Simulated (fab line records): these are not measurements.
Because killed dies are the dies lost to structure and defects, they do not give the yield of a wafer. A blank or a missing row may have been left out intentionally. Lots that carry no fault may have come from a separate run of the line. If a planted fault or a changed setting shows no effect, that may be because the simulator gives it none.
Problem report, 8D (eight disciplines) form, completed by code / flow gf180mcu / the parts of the form that need people (team, actions taken, sign-off) are left out

== 1. WHAT WENT WRONG ==
PASSIVATION_CVD_00_THK at GF_PASSIVATION_THK_MEAS_01 reads a mean of 924 nm on 6 wafers of 2 lots; wafers without a fault read 993 nm with a standard deviation of 12. That puts it -5.7 standard deviations away from the usual mean.
The first sign was on wafer L919.1 at day 32 02:48, on film metro-03. Wafers with a number at this step in the record: 36, from 12 lots. The rule behind "out" and "out of limits": a value lying over 4 standard deviations away from the usual mean. The other wafers with a number count as sound.

== 2. WHAT IT IS AND WHAT IT IS NOT ==
question=which readings at this step | is=PASSIVATION_CVD_00_THK | is not=-
question=which lots | is=L919, L921 | is not=L909, L910, L911, L913, L914, L915, L916, L917, L928, L929
question=which wafers of those lots | is=all that have a number | is not=-
question=read on which gauges | is=film metro-03 | is not=film metro-01, film metro-04
question=when | is=from day 32 02:48 | is not=up to then (24 sound wafers); but 6 sound wafers of L928, L929 came after

== 3. THE SUSPECTS, EACH WITH WHAT RULES IT OUT ==
Counting: any tool at a process step up to the reading is kept as a suspect provided that every lot that is out went through it and no sound lot did after the first of them.
- the gauge at GF_PASSIVATION_THK_MEAS_01: kept. All the wafers that are out were read on film metro-03, and no step on other tools shows them out.
- cmp-01 at GF_V5_CMP_26 (polishes, stops on SiO2, t overpolish 15 s, target thk 0 nm): ruled out as a lasting fault. Following L919 (day 31 07:53), the first lot on it that is out, the sound lots L928 were run on it.
- pecvd-01 at GF_PASSIVATION_CVD_00 (deposits SiO2 from TEOS, target thk 1000 nm, time 111.95 s): kept. It processed each lot that is out, first L919 at day 32 02:43, and no sound lot thereafter; up to then, the last sound lot it processed was L917 at day 31 09:40.
The count leaves film metro-03 at GF_PASSIVATION_THK_MEAS_01 and pecvd-01 at GF_PASSIVATION_CVD_00.

== 4. THE CAUSE (what the simulator had put in) ==
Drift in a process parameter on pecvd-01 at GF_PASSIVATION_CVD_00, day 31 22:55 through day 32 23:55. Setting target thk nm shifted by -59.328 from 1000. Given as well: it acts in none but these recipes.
Counting leaves 2 suspects; this tool is one of them.

== 5. SEQUENCE OF EFFECTS, ordered by route ==
Each row: a reading whose mean over the struck wafers that have a number lies more than 3 standard deviations from the usual. Readings are gone through only where the record gives a usual standard deviation; hours: the median, over the lots, of the time from a lot's start at the first step in this table giving one to that lot's start at this step; sigmas: the change measured in usual standard deviations.
hours=0; step=GF_PASSIVATION_THK_MEAS_01; reading=PASSIVATION_CVD_00_THK; usual=993 nm; on struck wafers=924; change=-68; sigmas=-5.7

== 6. WHAT WOULD HAVE CAUGHT IT SOONER ==
Counted from the fault's start at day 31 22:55, it took 4 hours until the first out-of-limits reading at a measuring or inspecting step in this record, taken at day 32 02:48.
Of the tool readings at GF_PASSIVATION_CVD_00 for which the record gives a usual standard deviation, none was out on any struck wafer, so an alarm limit of 4 standard deviations on them would not have fired.
Of the lots that are out (2), L921 began GF_PASSIVATION_CVD_00 on pecvd-01 after day 32 02:48. It would have been spared by a hold on the tool at that moment.
